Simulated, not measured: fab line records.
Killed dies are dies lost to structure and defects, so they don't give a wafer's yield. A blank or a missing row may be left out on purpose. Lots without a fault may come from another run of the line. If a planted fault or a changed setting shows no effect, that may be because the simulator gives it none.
fab line records	flow gf180mcu
[record] lots = 24	wafers = 72	last_day = 34
route steps=602 shown V1@359 V2@405 V3@453 M4@462 V4@492 M5@535
lots untouched by any fault: they come from a run of this same line in which no faults occurred
start_h: the number of hours between the record's first day and the start of the first shown wafer of the lot	wait_h: hours elapsed since this lot's preceding step	" repeats the value in the row above	L1.1+2: one row covering several wafers at once	- no value, or no start was given	* or withheld: withheld	< > ~ a bound
route shown NAME@n: a module of which the file shows steps, and the number in the route of the first	usual: mean/standard deviation taken from wafers without a fault	same: alike in all rows	chamber/n: place in a boat	sites: per-site readings	_std_site: standard deviation of those values	_edge_site: inner sites' mean taken away from outer sites' mean	radius_mm: how far each site lies from the wafer's centre	mask NAME#n: copy n	behind: the most recent tool/chamber to have shaped the wafer	hold: cause of the lot's hold/its duration in hours/its outcome	device: transistor that didn't switch, given as n, p or np	end of line: the same wafers' tests at the end of the route	step lacking rows: just its recipe	killed: the dies lost at the first sort to structure and to defects; this is not the yield of the wafer	map: per-die view of a wafer (x killed, . not killed, _ where there is no die)
set.NAME: the setting as run; set.NAME@STEP: as run at that earlier step	model.NAME: the simulator's own value behind a step, which no gauge read
steps of the route over a sample of lots; a table a step, a row a wafer
services: a tool's chamber out of use, with start hour (start_h, from the record's first day; less than 0 if before it), hours out, and reason
[[steps]]
[step GF_V1_RS_MEAS_24]
[recipe] thk_meas_gauge = four-point-probe	reads = W_of_V1_CVD_23+TiN_of_V1_SPUTTER_22+Ti_of_V1_SPUTTER_21
[usual] V1_W_RS = 0.327/0.004
lot.wafer	tool	chamber	start_h	wait_h	V1_W_RS[ohm/sq]
L074.2	film_metro-03	-	404.95	0.1	0.326
L074.4	"	-	"	"	0.325
L074.6	"	-	"	"	0.327
L075.2	film_metro-01	-	417.67	0.1	0.324
L075.4	"	-	"	"	0.329
L075.5	"	-	"	"	0.327
L076.1	film_metro-03	-	419.50	0.1	0.330
L076.2	"	-	"	"	0.331
L076.3	"	-	"	"	0.329
L077.1	film_metro-04	-	438.79	0.1	0.321
L077.3	"	-	"	"	0.328
L077.5	"	-	"	"	0.331
L078.2	film_metro-01	-	445.81	0.1	0.329
L078.5	"	-	"	"	0.329
L078.6	"	-	"	"	0.323
L081.1	film_metro-04	-	473.73	0.1	0.329
L081.2	"	-	"	"	0.325
L081.6	"	-	"	"	0.336
L079.4	film_metro-04	-	475.02	0.1	0.326
L079.5	"	-	"	"	0.327
L079.6	"	-	"	"	0.326
L080.3	film_metro-03	-	476.43	0.1	0.325
L080.5	"	-	"	"	0.333
L080.6	"	-	"	"	0.324
L082.1	film_metro-03	-	484.44	0.1	0.328
L082.3	"	-	"	"	0.324
L082.5	"	-	"	"	0.326
L083.2	film_metro-01	-	500.40	0.1	0.321
L083.3	"	-	"	"	0.323
L083.5	"	-	"	"	0.325
L084.1	film_metro-04	-	500.98	0.1	0.325
L084.2	"	-	"	"	0.325
L084.5	"	-	"	"	0.325
L085.2	film_metro-04	-	513.62	0.1	0.328
L085.3	"	-	"	"	0.326
L085.4	"	-	"	"	0.327
L086.2	film_metro-04	-	517.32	0.1	0.332
L086.3	"	-	"	"	0.334
L086.5	"	-	"	"	0.333
L087.2	film_metro-01	-	537.38	0.1	0.324
L087.3	"	-	"	"	0.324
L087.5	"	-	"	"	0.322
L088.1	film_metro-03	-	544.29	0.1	0.319
L088.3	"	-	"	"	0.329
L088.6	"	-	"	"	0.327
L089.1	film_metro-03	-	556.99	0.1	0.335
L089.3	"	-	"	"	0.325
L089.6	"	-	"	"	0.329
L091.1	film_metro-01	-	569.17	0.1	0.324
L091.2	"	-	"	"	0.332
L091.4	"	-	"	"	0.325
L090.2	film_metro-01	-	569.98	0.1	0.322
L090.3	"	-	"	"	0.322
L090.6	"	-	"	"	0.321
L092.3	film_metro-03	-	574.65	0.1	0.331
L092.5	"	-	"	"	0.329
L092.6	"	-	"	"	0.328
L093.2	film_metro-03	-	588.47	0.1	0.326
L093.3	"	-	"	"	0.327
L093.4	"	-	"	"	0.331
L094.3	film_metro-04	-	588.60	0.1	0.331
L094.5	"	-	"	"	0.325
L094.6	"	-	"	"	0.328
L095.1	film_metro-04	-	598.07	0.1	0.328
L095.2	"	-	"	"	0.325
L095.3	"	-	"	"	0.325
L096.1	film_metro-04	-	600.22	0.1	0.321
L096.2	"	-	"	"	0.327
L096.3	"	-	"	"	0.330
L097.1	film_metro-03	-	611.94	0.1	0.324
L097.5	"	-	"	"	0.325
L097.6	"	-	"	"	0.330
[step GF_V2_CVD_23]
[recipe] material = W	target_thk_nm = 350	time_s = 104.94	temp_c = 400	pressure_torr = 40
[usual] heater_power_w = 751/56
lot.wafer	tool	chamber	start_h	wait_h	heater_power_w
L074.2	cvd_w-02	0	456.44	0.0	690
L074.4	"	1	"	"	721
L074.6	"	0	"	"	714
L075.2	cvd_w-01	0	469.38	0.0	749
L075.4	"	0	"	"	738
L075.5	"	0	"	"	758
L076.1	cvd_w-02	0	470.90	0.0	692
L076.2	"	1	"	"	723
L076.3	"	0	"	"	693
L077.1	cvd_w-01	0	489.95	0.0	738
L077.3	"	1	"	"	833
L077.5	"	0	"	"	721
L078.2	cvd_w-02	0	496.22	0.0	691
L078.5	"	1	"	"	712
L078.6	"	0	"	"	692
L081.1	cvd_w-01	0	523.52	0.0	758
L081.2	"	1	"	"	857
L081.6	"	1	"	"	853
L079.4	cvd_w-02	1	525.69	0.0	718
L079.5	"	0	"	"	689
L079.6	"	1	"	"	732
L080.3	cvd_w-01	1	526.03	0.1	833
L080.5	"	1	"	"	833
L080.6	"	0	"	"	726
L082.1	cvd_w-02	1	534.91	0.0	738
L082.3	"	1	"	"	715
L082.5	"	1	"	"	702
L083.2	cvd_w-02	0	548.79	0.0	703
L083.3	"	1	"	"	718
L083.5	"	1	"	"	731
L084.1	cvd_w-01	1	550.64	0.0	847
L084.2	"	0	"	"	739
L084.5	"	0	"	"	760
L085.2	cvd_w-02	0	561.75	0.0	710
L085.3	"	0	"	"	720
L085.4	"	1	"	"	716
L086.2	cvd_w-01	0	566.78	0.0	761
L086.3	"	1	"	"	856
L086.5	"	0	"	"	751
L087.2	cvd_w-01	1	588.38	0.0	855
L087.3	"	1	"	"	835
L087.5	"	1	"	"	845
L088.1	cvd_w-01	1	591.59	0.0	825
L088.3	"	0	"	"	752
L088.6	"	0	"	"	753
L089.1	cvd_w-02	0	603.14	0.0	703
L089.3	"	1	"	"	731
L089.6	"	0	"	"	705
L091.1	cvd_w-02	1	614.66	0.0	697
L091.2	"	0	"	"	690
L091.4	"	1	"	"	719
L090.2	cvd_w-02	1	616.06	0.0	739
L090.3	"	1	"	"	737
L090.6	"	1	"	"	713
L092.3	cvd_w-02	1	619.17	0.1	721
L092.5	"	0	"	"	706
L092.6	"	1	"	"	714
L093.2	cvd_w-02	1	633.74	0.0	732
L093.3	"	1	"	"	740
L093.4	"	0	"	"	711
L094.3	cvd_w-01	1	633.95	0.1	854
L094.5	"	1	"	"	835
L094.6	"	0	"	"	765
L095.1	cvd_w-02	0	642.48	0.0	696
L095.2	"	1	"	"	734
L095.3	"	1	"	"	720
L096.1	cvd_w-01	0	644.21	0.0	772
L096.2	"	1	"	"	862
L096.3	"	1	"	"	851
L097.1	cvd_w-01	0	656.52	0.0	736
L097.5	"	1	"	"	831
L097.6	"	0	"	"	759
[step GF_V3_RS_MEAS_24]
[recipe] thk_meas_gauge = four-point-probe	reads = W_of_V3_CVD_23+TiN_of_V3_SPUTTER_22+Ti_of_V3_SPUTTER_21
[usual] V3_W_RS = 0.326/0.0036
lot.wafer	tool	chamber	start_h	wait_h	V3_W_RS[ohm/sq]
L074.2	film_metro-01	-	507.71	0.1	0.324
L074.4	"	-	"	"	0.322
L074.6	"	-	"	"	0.319
L075.2	film_metro-01	-	520.20	0.1	0.321
L075.4	"	-	"	"	0.325
L075.5	"	-	"	"	0.325
L076.1	film_metro-03	-	522.38	0.1	0.333
L076.2	"	-	"	"	0.331
L076.3	"	-	"	"	0.333
L077.1	film_metro-03	-	539.97	0.1	0.328
L077.3	"	-	"	"	0.323
L077.5	"	-	"	"	0.325
L078.2	film_metro-03	-	546.14	0.1	0.326
L078.5	"	-	"	"	0.324
L078.6	"	-	"	"	0.325
L081.1	film_metro-04	-	571.71	0.1	0.330
L081.2	"	-	"	"	0.328
L081.6	"	-	"	"	0.327
L079.4	film_metro-04	-	572.93	0.1	0.334
L079.5	"	-	"	"	0.330
L079.6	"	-	"	"	0.331
L080.3	film_metro-01	-	573.33	0.1	0.327
L080.5	"	-	"	"	0.328
L080.6	"	-	"	"	0.320
L082.1	film_metro-04	-	582.74	0.1	0.329
L082.3	"	-	"	"	0.328
L082.5	"	-	"	"	0.327
L083.2	film_metro-01	-	595.43	0.1	0.324
L083.3	"	-	"	"	0.328
L083.5	"	-	"	"	0.326
L084.1	film_metro-04	-	596.03	0.1	0.327
L084.2	"	-	"	"	0.327
L084.5	"	-	"	"	0.329
L085.2	film_metro-03	-	610.56	0.1	0.325
L085.3	"	-	"	"	0.322
L085.4	"	-	"	"	0.330
L086.2	film_metro-04	-	613.05	0.1	0.325
L086.3	"	-	"	"	0.329
L086.5	"	-	"	"	0.327
L087.2	film_metro-03	-	633.79	0.1	0.331
L087.3	"	-	"	"	0.327
L087.5	"	-	"	"	0.329
L088.1	film_metro-01	-	636.86	0.1	0.328
L088.3	"	-	"	"	0.324
L088.6	"	-	"	"	0.326
L089.1	film_metro-04	-	646.92	0.1	0.329
L089.3	"	-	"	"	0.330
L089.6	"	-	"	"	0.331
L091.1	film_metro-03	-	659.34	0.1	0.328
L091.2	"	-	"	"	0.323
L091.4	"	-	"	"	0.326
L090.2	film_metro-01	-	660.46	0.1	0.327
L090.3	"	-	"	"	0.327
L090.6	"	-	"	"	0.326
L092.3	film_metro-04	-	662.23	0.1	0.331
L092.5	"	-	"	"	0.329
L092.6	"	-	"	"	0.327
L093.2	film_metro-04	-	676.43	0.1	0.324
L093.3	"	-	"	"	0.315
L093.4	"	-	"	"	0.324
L094.3	film_metro-04	-	677.37	0.1	0.320
L094.5	"	-	"	"	0.326
L094.6	"	-	"	"	0.322
L095.1	film_metro-01	-	684.61	0.1	0.322
L095.2	"	-	"	"	0.328
L095.3	"	-	"	"	0.320
L096.1	film_metro-03	-	685.43	0.1	0.325
L096.2	"	-	"	"	0.327
L096.3	"	-	"	"	0.328
L097.1	film_metro-01	-	697.87	0.1	0.320
L097.5	"	-	"	"	0.321
L097.6	"	-	"	"	0.325
[step GF_M4_THK_MEAS_06]
[recipe] thk_meas_gauge = xrf	reads = AlCu_of_M4_SPUTTER_02
[usual] M4_ALCU_THK = 442/5.7
lot.wafer	tool	chamber	start_h	wait_h	M4_ALCU_THK[nm]
L074.2	film_metro-04	-	508.52	0.1	446
L074.4	"	-	"	"	440
L074.6	"	-	"	"	446
L075.2	film_metro-02	-	521.01	0.1	446
L075.4	"	-	"	"	444
L075.5	"	-	"	"	442
L076.1	film_metro-04	-	523.20	0.1	433
L076.2	"	-	"	"	430
L076.3	"	-	"	"	432
L077.1	film_metro-02	-	540.79	0.1	443
L077.3	"	-	"	"	440
L077.5	"	-	"	"	443
L078.2	film_metro-04	-	546.95	0.1	445
L078.5	"	-	"	"	444
L078.6	"	-	"	"	443
L081.1	film_metro-04	-	572.53	0.1	451
L081.2	"	-	"	"	452
L081.6	"	-	"	"	449
L079.4	film_metro-04	-	573.95	0.1	440
L079.5	"	-	"	"	443
L079.6	"	-	"	"	438
L080.3	film_metro-02	-	574.54	0.1	459
L080.5	"	-	"	"	456
L080.6	"	-	"	"	454
L082.1	film_metro-03	-	583.56	0.1	443
L082.3	"	-	"	"	443
L082.5	"	-	"	"	441
L083.2	film_metro-03	-	596.24	0.1	434
L083.3	"	-	"	"	440
L083.5	"	-	"	"	439
L084.1	film_metro-02	-	596.85	0.1	455
L084.2	"	-	"	"	453
L084.5	"	-	"	"	455
L085.2	film_metro-04	-	611.37	0.1	441
L085.3	"	-	"	"	435
L085.4	"	-	"	"	437
L086.2	film_metro-02	-	613.86	0.1	445
L086.3	"	-	"	"	449
L086.5	"	-	"	"	449
L087.2	film_metro-02	-	635.14	0.1	441
L087.3	"	-	"	"	442
L087.5	"	-	"	"	437
L088.1	film_metro-03	-	638.43	0.1	447
L088.3	"	-	"	"	445
L088.6	"	-	"	"	445
L089.1	film_metro-03	-	647.74	0.1	439
L089.3	"	-	"	"	442
L089.6	"	-	"	"	443
L091.1	film_metro-03	-	660.16	0.1	437
L091.2	"	-	"	"	437
L091.4	"	-	"	"	437
L090.2	film_metro-02	-	661.30	0.1	440
L090.3	"	-	"	"	441
L090.6	"	-	"	"	445
L092.3	film_metro-03	-	663.03	0.1	440
L092.5	"	-	"	"	437
L092.6	"	-	"	"	439
L093.2	film_metro-02	-	677.24	0.1	442
L093.3	"	-	"	"	440
L093.4	"	-	"	"	437
L094.3	film_metro-04	-	678.38	0.1	439
L094.5	"	-	"	"	443
L094.6	"	-	"	"	440
L095.1	film_metro-04	-	685.43	0.1	445
L095.2	"	-	"	"	442
L095.3	"	-	"	"	443
L096.1	film_metro-02	-	686.25	0.1	437
L096.2	"	-	"	"	440
L096.3	"	-	"	"	438
L097.1	film_metro-03	-	698.70	0.1	439
L097.5	"	-	"	"	438
L097.6	"	-	"	"	437
[step GF_V4_ETCH_16]
[recipe] chemistry = N2/H2	target_depth_a = withheld	overetch_a = withheld	time_s = withheld	target = BARC	ion_energy_ev = 200	source_w = 500	bias_w = 100	pressure_mtorr = 30	n2_flow_sccm = 100	h2_flow_sccm = 200
[usual] bias_w = 100.01/0.28	drypump_motor_current_A = 5.6/0.5	oes_product_au = 0.855/0.0047	throttle_valve_pct = 13.226/0.0087
lot.wafer	tool	chamber	start_h	wait_h	bias_w	drypump_motor_current_A	oes_product_au	throttle_valve_pct
L074.2	rie_diel-02	0	555.15	0.0	99.71	5.0	0.857	13.216
L074.4	"	2	"	"	99.89	4.8	0.857	13.224
L074.6	"	0	"	"	99.82	5.0	0.850	13.217
L075.2	rie_diel-03	0	568.10	0.0	99.98	6.4	0.853	13.234
L075.4	"	1	"	"	100.04	6.0	0.849	13.233
L075.5	"	3	"	"	100.09	5.8	0.847	13.223
L076.1	rie_diel-01	1	569.40	0.0	99.86	6.2	0.865	13.214
L076.2	"	3	"	"	100.36	5.6	0.854	13.237
L076.3	"	1	"	"	100.23	6.2	0.851	13.222
L077.1	rie_diel-03	1	587.96	0.0	100.18	6.0	0.852	13.225
L077.3	"	0	"	"	99.97	6.4	0.846	13.232
L077.5	"	3	"	"	100.54	5.8	0.852	13.229
L078.2	rie_diel-01	1	592.23	0.0	100.19	6.2	0.855	13.228
L078.5	"	0	"	"	99.72	4.9	0.858	13.214
L078.6	"	3	"	"	99.50	5.6	0.858	13.218
L081.1	rie_diel-03	1	616.00	0.0	99.96	6.0	0.850	13.239
L081.2	"	0	"	"	99.98	6.3	0.855	13.233
L081.6	"	0	"	"	99.95	6.3	0.855	13.225
L079.4	rie_diel-01	3	617.00	0.0	99.78	5.6	0.854	13.227
L079.5	"	3	"	"	100.37	5.6	0.851	13.232
L079.6	"	0	"	"	99.61	4.9	0.845	13.232
L080.3	rie_diel-03	1	617.23	0.0	99.84	6.0	0.861	13.226
L080.5	"	0	"	"	100.05	6.3	0.852	13.217
L080.6	"	1	"	"	99.71	6.0	0.858	13.230
L082.1	rie_diel-03	3	626.30	0.0	99.84	5.8	0.852	13.229
L082.3	"	1	"	"	100.22	6.1	0.852	13.211
L082.5	"	1	"	"	100.62	6.0	0.850	13.220
L083.2	rie_diel-02	3	640.50	0.0	99.80	5.4	0.856	13.220
L083.3	"	1	"	"	99.79	5.9	0.860	13.208
L083.5	"	3	"	"	99.63	5.4	0.854	13.223
L084.1	rie_diel-01	3	640.85	0.0	100.51	5.7	0.857	13.216
L084.2	"	0	"	"	99.75	4.9	0.857	13.220
L084.5	"	2	"	"	100.56	5.8	0.852	13.228
L085.2	rie_diel-02	1	652.70	0.0	99.82	5.9	0.856	13.231
L085.3	"	2	"	"	100.26	4.8	0.857	13.224
L085.4	"	0	"	"	99.85	5.1	0.852	13.217
L086.2	rie_diel-02	2	656.75	0.0	99.92	4.8	0.848	13.221
L086.3	"	0	"	"	99.95	5.1	0.847	13.225
L086.5	"	3	"	"	100.41	5.4	0.858	13.225
L087.2	rie_diel-01	1	675.37	0.0	100.28	6.2	0.853	13.217
L087.3	"	3	"	"	99.83	5.7	0.848	13.229
L087.5	"	2	"	"	99.85	5.9	0.850	13.229
L088.1	rie_diel-02	2	678.57	0.0	99.45	4.8	0.863	13.240
L088.3	"	0	"	"	99.82	5.1	0.852	13.225
L088.6	"	3	"	"	100.42	5.4	0.858	13.229
L089.1	rie_diel-03	1	687.15	0.0	100.33	6.1	0.854	13.230
L089.3	"	3	"	"	100.12	5.8	0.855	13.226
L089.6	"	2	"	"	99.88	5.8	0.852	13.206
L091.1	rie_diel-02	1	699.30	0.0	99.96	5.9	0.850	13.229
L091.2	"	0	"	"	99.94	5.1	0.857	13.224
L091.4	"	3	"	"	100.38	5.4	0.853	13.227
L090.2	rie_diel-02	2	700.45	0.0	99.77	4.8	0.853	13.233
L090.3	"	0	"	"	99.68	5.1	0.861	13.228
L090.6	"	1	"	"	99.73	5.9	0.856	13.234
L092.3	rie_diel-02	0	702.25	0.0	100.30	5.0	0.857	13.229
L092.5	"	2	"	"	100.16	4.7	0.853	13.229
L092.6	"	3	"	"	99.95	5.4	0.846	13.216
L093.2	rie_diel-02	3	715.77	0.0	100.28	5.4	0.858	13.215
L093.3	"	2	"	"	99.68	4.8	0.862	13.231
L093.4	"	0	"	"	99.36	5.1	0.858	13.219
L094.3	rie_diel-03	2	716.90	0.0	99.81	5.8	0.856	13.225
L094.5	"	2	"	"	100.25	5.8	0.856	13.226
L094.6	"	3	"	"	99.93	5.8	0.842	13.246
L095.1	rie_diel-02	3	723.79	0.0	100.47	5.4	0.849	13.215
L095.2	"	1	"	"	100.56	5.9	0.854	13.223
L095.3	"	2	"	"	99.72	4.8	0.852	13.218
L096.1	rie_diel-02	0	726.22	0.0	100.26	5.1	0.855	13.212
L096.2	"	3	"	"	99.65	5.4	0.850	13.212
L096.3	"	2	"	"	99.62	4.8	0.852	13.219
L097.1	rie_diel-03	0	735.95	0.0	100.19	6.4	0.850	13.235
L097.5	"	1	"	"	99.91	6.0	0.854	13.232
L097.6	"	0	"	"	99.85	6.3	0.845	13.215
[step GF_M5_ETCH_09]
[recipe] chemistry = CF4/O2	target = Si3N4	target_depth_nm = 52	source_w = 800	bias_w = 150	pressure_mtorr = 150	cf4_flow_sccm = 80	O2_flow_sccm = 10	time_s = 11.6
[usual] bias_w = 150.1/0.44	drypump_motor_current_A = 5.7/0.47	oes_product_au = 1.000/0.0094	throttle_valve_pct = 5.970/0.0092
lot.wafer	tool	chamber	start_h	wait_h	bias_w	drypump_motor_current_A	oes_product_au	rf_hours_counter_h	throttle_valve_pct
L074.2	rie_diel-03	3	599.70	0.0	149.6	5.8	0.980	10	5.969
L074.4	"	2	"	"	151.1	5.8	1.009	32	5.968
L074.6	"	2	"	"	150.0	5.8	1.010	-	5.966
L075.2	rie_diel-03	1	613.15	0.0	151.0	6.0	0.995	17	5.971
L075.4	"	0	"	"	150.5	6.4	0.990	-	5.953
L075.5	"	1	"	"	150.5	6.0	1.003	-	5.966
L076.1	rie_diel-03	0	614.77	0.0	149.8	6.3	0.996	21	5.968
L076.2	"	1	"	"	150.4	6.1	0.994	17	5.947
L076.3	"	0	"	"	150.3	6.3	0.989	-	5.974
L077.1	rie_diel-04	3	632.57	0.0	150.3	5.1	0.984	1	5.959
L077.3	"	2	"	"	149.5	6.0	0.983	2	5.956
L077.5	"	3	"	"	149.9	5.2	0.989	-	5.974
L078.2	rie_diel-02	3	636.40	0.0	150.7	5.4	0.996	12	5.966
L078.5	"	1	"	"	150.3	5.9	1.007	-	5.985
L078.6	"	2	"	"	150.1	4.8	1.009	-	5.974
L081.1	rie_diel-03	3	658.85	0.0	149.7	5.7	0.983	12	5.965
L081.2	"	0	"	"	149.6	6.3	0.986	23	5.974
L081.6	"	1	"	"	149.8	6.0	1.007	-	5.985
L079.4	rie_diel-02	2	659.77	0.0	149.9	4.7	1.008	45	5.978
L079.5	"	3	"	"	150.7	5.4	0.998	-	5.976
L079.6	"	0	"	"	150.4	5.0	1.012	-	5.965
L080.3	rie_diel-03	0	660.25	0.0	150.7	6.3	0.979	23	5.965
L080.5	"	1	"	"	149.5	6.0	1.003	-	5.978
L080.6	"	0	"	"	150.5	6.3	0.976	-	5.970
L082.1	rie_diel-02	2	668.15	0.0	150.2	4.8	1.009	46	5.972
L082.3	"	1	"	"	150.2	5.9	1.013	6	5.986
L082.5	"	1	"	"	150.1	5.9	1.008	-	5.952
L083.2	rie_diel-03	1	680.87	0.0	150.2	6.0	1.001	20	5.964
L083.3	"	2	"	"	151.0	5.8	0.995	35	5.966
L083.5	"	1	"	"	150.6	6.0	1.001	-	5.979
L084.1	rie_diel-03	1	681.85	0.0	150.9	6.0	1.013	20	5.967
L084.2	"	2	"	"	149.5	5.8	1.002	35	5.976
L084.5	"	1	"	"	150.2	6.0	1.010	-	5.974
L085.2	rie_diel-04	1	694.40	0.0	150.3	5.9	1.006	15	5.965
L085.3	"	3	"	"	150.0	5.1	0.997	3	5.974
L085.4	"	0	"	"	150.8	5.6	1.004	8	5.962
L086.2	rie_diel-03	0	697.07	0.0	150.7	6.3	0.995	24	5.963
L086.3	"	3	"	"	150.0	5.8	0.996	13	5.964
L086.5	"	2	"	"	150.2	5.8	0.996	-	5.973
L087.2	rie_diel-02	0	713.95	0.0	150.2	5.0	1.000	9	5.963
L087.3	"	2	"	"	150.6	4.8	1.008	48	5.982
L087.5	"	0	"	"	150.2	5.0	1.014	-	5.984
L088.1	rie_diel-02	0	717.51	0.0	150.2	5.1	1.009	9	5.978
L088.3	"	3	"	"	150.6	5.4	0.994	15	5.964
L088.6	"	0	"	"	150.1	5.0	1.012	-	5.984
L089.1	rie_diel-03	2	725.64	0.0	150.0	5.8	1.010	37	5.957
L089.3	"	1	"	"	150.1	6.1	1.003	22	5.986
L089.6	"	3	"	"	150.3	5.8	0.998	-	5.953
L091.1	rie_diel-04	2	736.95	0.0	150.1	6.1	0.977	5	5.972
L091.2	"	3	"	"	150.4	5.1	0.993	4	5.987
L091.4	"	1	"	"	149.9	5.9	1.005	17	5.965
L090.2	rie_diel-04	3	738.95	0.0	150.1	5.1	0.997	4	5.949
L090.3	"	2	"	"	149.9	6.1	0.983	5	5.957
L090.6	"	0	"	"	149.3	5.6	1.007	-	5.974
L092.3	rie_diel-02	0	740.05	0.0	149.7	5.1	1.006	10	5.967
L092.5	"	2	"	"	150.3	4.8	0.998	-	5.961
L092.6	"	1	"	"	150.0	5.9	1.010	-	5.970
L093.2	rie_diel-02	0	753.24	0.0	149.9	5.1	1.008	10	5.960
L093.3	"	3	"	"	150.7	5.4	0.991	17	5.943
L093.4	"	2	"	"	150.6	4.8	1.001	49	5.970
L094.3	rie_diel-03	2	753.36	0.0	149.9	5.8	1.002	38	5.973
L094.5	"	0	"	"	149.7	6.3	0.980	-	5.962
L094.6	"	3	"	"	150.1	5.8	0.988	-	5.971
L095.1	rie_diel-04	1	760.74	0.0	150.1	6.0	1.006	18	5.966
L095.2	"	3	"	"	150.5	5.1	0.994	5	5.970
L095.3	"	0	"	"	150.8	5.6	0.997	10	5.982
L096.1	rie_diel-02	0	761.09	0.0	149.4	5.1	1.014	11	5.973
L096.2	"	3	"	"	150.3	5.4	1.002	17	5.980
L096.3	"	1	"	"	149.5	5.9	1.014	10	5.979
L097.1	rie_diel-02	3	770.99	0.0	149.7	5.4	1.001	17	5.987
L097.5	"	0	"	"	149.5	5.0	1.011	-	5.978
L097.6	"	1	"	"	150.9	5.9	1.006	-	5.971
[[services]]
tool	chamber	start_h	hours	kind
rie_diel-02	2	437.04	6.2	repair
rie_diel-03	3	444.92	4.0	repair
rie_diel-02	1	449.99	3.8	repair
rie_diel-02	0	461.86	3.9	repair
rie_diel-02	1	472.42	2.7	repair
rie_diel-03	1	477.73	3.4	repair
rie_diel-03	1	513.73	8.2	repair
rie_diel-03	2	525.69	1.4	repair
rie_diel-02	0	534.86	4.5	repair
rie_diel-01	0	539.40	9.9	repair
rie_diel-04	3	554.88	9.7	repair
rie_diel-01	2	568.87	8.0	repair
rie_diel-03	-	577.97	2.8	pm
rie_diel-04	-	590.64	14.6	pm
rie_diel-03	3	608.08	2.1	repair
rie_diel-03	2	612.19	4.7	repair
rie_diel-03	3	613.47	3.5	repair
cvd_w-01	0	657.37	3.0	repair
rie_diel-02	3	662.61	6.3	repair
rie_diel-03	3	674.59	7.5	repair
cvd_w-02	1	688.52	7.2	repair
rie_diel-02	3	689.46	3.9	repair
rie_diel-02	0	722.38	3.3	repair
rie_diel-03	0	770.52	2.7	repair
[[key]]
fault none
